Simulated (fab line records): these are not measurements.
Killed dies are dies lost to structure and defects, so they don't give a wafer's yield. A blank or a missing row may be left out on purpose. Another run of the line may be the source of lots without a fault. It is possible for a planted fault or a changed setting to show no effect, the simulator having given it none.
Chamber matching + flow gf180mcu + 4 sister chambers for GF_V5_CMP_04 on cmp-02
The step polishes SiO2. 4 wafers are shown with their chamber, then 12 later ones without.

== WAFERS, EACH WITH ITS CHAMBER ==
| wafer  | chamber | motorCurrentA (A) |
|--------|---------|-------------------|
| L086.1 | 1       | 13.0              |
| L090.1 | 0       | 12.2              |
| L090.4 | 3       | 10.9              |
| L090.5 | 2       | 12.7              |

== WAFERS MISSING THEIR CHAMBER ==
| wafer  | motorCurrentA (A) |
|--------|-------------------|
| L091.2 | 12.2              |
| L091.3 | 13.3              |
| L091.4 | 10.6              |
| L092.2 | 10.8              |
| L092.3 | 12.8              |
| L092.5 | 12.3              |
| L093.3 | 10.2              |
| L093.5 | 11.9              |
| L093.6 | 12.6              |
| L094.2 | 12.7              |
| L094.4 | 10.6              |
| L094.6 | 12.2              |

== WHICH CHAMBER EACH WENT THROUGH ==
| wafer  | from the rows above          | in truth |
|--------|------------------------------|----------|
| L091.2 | can't be placed: 0 or 2      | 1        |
| L091.3 | can't be placed: 1 or 2      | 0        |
| L091.4 | 3                            | 3        |
| L092.2 | 3                            | 3        |
| L092.3 | can't be placed: 2 or 1 or 0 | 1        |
| L092.5 | can't be placed: 0 or 2      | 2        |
| L093.3 | 3                            | 3        |
| L093.5 | can't be placed: 0 or 2      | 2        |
| L093.6 | can't be placed: 2 or 0 or 1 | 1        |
| L094.2 | can't be placed: 2 or 1 or 0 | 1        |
| L094.4 | 3                            | 3        |
| L094.6 | can't be placed: 0 or 2      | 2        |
Correctly placed: 4 of 12. These rows do not allow placing 8 (true chamber among the candidates in 6). Wrongly placed: 0.
How it was worked out, from the rows above alone: a wafer's distance from a chamber is the root of the sum, over the readings, of the square of ((its reading less the chamber's mean) divided by the reading's scatter). The wafer belongs to the nearest chamber; if the next one is less than 2 further off, it can't be placed. A chamber's mean is the mean of its shown wafers. The scatter: with one shown wafer a chamber, the root of the mean of the squares of how far each hidden wafer lies from its nearest shown one.
